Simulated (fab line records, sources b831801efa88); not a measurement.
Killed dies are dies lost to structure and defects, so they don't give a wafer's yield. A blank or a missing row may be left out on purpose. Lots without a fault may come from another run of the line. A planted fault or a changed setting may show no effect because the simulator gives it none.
Chamber matching | flow gf180mcu | GF_STI_ETCH_14 on rie_si-02: 4 sister chambers
The step etches Si in HBr/Cl2/O2, target depth 360 nm, time 102.9 s. 18 wafers are shown with their chamber, then 9 later ones without.

WAFERS WITH THEIR CHAMBER
wafer  | chamber | drypump_motor_current_A (A) | oes_product_au (a.u.) | throttle_valve_pct (%)
L302.4 | 0       | 6.0                         | 1.001                 | 25.656
L302.5 | 3       | 5.6                         | 1.002                 | 25.657
L302.6 | 0       | 6.0                         | 1.010                 | 25.659
L305.1 | 3       | 5.7                         | 0.991                 | 25.658
L305.2 | 1       | 5.8                         | 0.991                 | 25.681
L305.6 | 1       | 5.8                         | 0.991                 | 25.662
L306.1 | 0       | 6.0                         | 1.012                 | 25.644
L306.4 | 3       | 5.6                         | 0.998                 | 25.668
L306.5 | 2       | 5.9                         | 1.008                 | 25.661
L309.3 | 3       | 5.6                         | 1.000                 | 25.673
L309.5 | 0       | 6.0                         | 0.996                 | 25.667
L309.6 | 1       | 5.8                         | 0.987                 | 25.667
L311.1 | 1       | 5.8                         | 0.981                 | 25.659
L311.3 | 3       | 5.7                         | 1.002                 | 25.662
L311.4 | 2       | 5.9                         | 1.008                 | 25.653
L313.3 | 0       | 6.0                         | 0.995                 | 25.638
L313.5 | 3       | 5.6                         | 0.996                 | 25.663
L313.6 | 2       | 5.9                         | 1.000                 | 25.668

SIGNATURES (means of the wafers above)
reading                 | chamber 0 | chamber 1 | chamber 2 | chamber 3 | scatter within a chamber
drypump_motor_current_A | 6.000     | 5.800     | 5.900     | 5.633     | 0.0309
oes_product_au          | 1.00280   | 0.98750   | 1.00533   | 0.99817   | 0.00564
throttle_valve_pct      | 25.65280  | 25.66725  | 25.66067  | 25.66350  | 0.00898
Rule: a wafer's distance from a chamber is the root of the sum, over the readings, of the square of ((its reading less the chamber's mean) divided by the reading's scatter). The wafer belongs to the nearest chamber; if the next one is less than 2 further off, it can't be placed. The scatter: the root of (the sum of the squares of (reading less its chamber's mean) over the shown wafers, divided by (wafers less chambers)).

WAFERS WITHOUT THEIR CHAMBER
wafer  | drypump_motor_current_A (A) | oes_product_au (a.u.) | throttle_valve_pct (%)
L318.2 | 6.0                         | 1.000                 | 25.658
L318.5 | 5.8                         | 0.998                 | 25.661
L318.6 | 5.9                         | 0.995                 | 25.660
L324.2 | 5.7                         | 0.989                 | 25.672
L324.3 | 5.9                         | 0.999                 | 25.656
L324.4 | 5.7                         | 0.989                 | 25.682
L325.1 | 5.7                         | 0.993                 | 25.640
L325.5 | 5.7                         | 1.013                 | 25.658
L325.6 | 5.7                         | 1.002                 | 25.663

WHICH CHAMBER EACH WENT THROUGH
wafer  | from the rows above          | in truth
L318.2 | 0                            | 0
L318.5 | can't be placed: 1 or 2      | 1
L318.6 | can't be placed: 2 or 1 or 0 | 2
L324.2 | can't be placed: 3 or 1      | 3
L324.3 | 2                            | 2
L324.4 | can't be placed: 3 or 1      | 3
L325.1 | can't be placed: 3 or 1      | 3
L325.5 | 3                            | 3
L325.6 | can't be placed: 3 or 1      | 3
Placed correctly: 3 of 9. Can't be placed from these rows: 6 (the true chamber is among the candidates in 6). Placed wrongly: 0.
